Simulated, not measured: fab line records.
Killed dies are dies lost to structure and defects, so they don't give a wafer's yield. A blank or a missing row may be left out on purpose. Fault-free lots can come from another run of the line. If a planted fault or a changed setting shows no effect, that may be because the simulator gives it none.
Chamber matching    flow gf180mcu    pecvd-04 running GF_V4_CVD_02: 3 sister chambers
The step deposits SiO2 from TEOS, target thk 850 nm, time 94.851 s. 3 wafers are shown with their chamber, then 12 later ones without.

## EACH WAFER AND ITS CHAMBER
wafer   chamber  heater_power_w (W)
L084.1  0        733
L084.2  2        675
L084.6  1        771

## WAFERS WHOSE CHAMBER IS MISSING
wafer   heater_power_w (W)
L086.2  665
L086.5  722
L086.6  777
L087.1  778
L087.4  634
L087.6  636
L091.1  789
L091.2  765
L091.3  777
L094.1  671
L094.5  745
L094.6  709

## WHICH CHAMBER EACH WENT THROUGH
wafer    from the rows above            in truth
L086.2   2                              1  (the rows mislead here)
L086.5   can't be placed: 0 or 2 or 1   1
L086.6   can't be placed: 1 or 0        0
L087.1   can't be placed: 1 or 0        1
L087.4   2                              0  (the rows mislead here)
L087.6   2                              2
L091.1   can't be placed: 1 or 0        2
L091.2   can't be placed: 1 or 0        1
L091.3   can't be placed: 1 or 0        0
L094.1   2                              2
L094.5   can't be placed: 0 or 1        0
L094.6   can't be placed: 0 or 2 or 1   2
Correct placement for 2 of the 12. These rows do not allow placing 8 (true chamber among the candidates in 7). 2 placed wrongly.
How it was worked out, from the rows above alone: a wafer's distance from a chamber is the root of the sum, over the readings, of the square of ((its reading less the chamber's mean) divided by the reading's scatter). If the next closest chamber is less than 2 further off than the closest, the wafer can't be placed; otherwise it belongs to the closest. For every chamber, the mean is computed from those of its wafers that are shown. The scatter (one wafer shown for each chamber): square how far every hidden wafer sits from the nearest shown wafer, average those squares and take the square root.
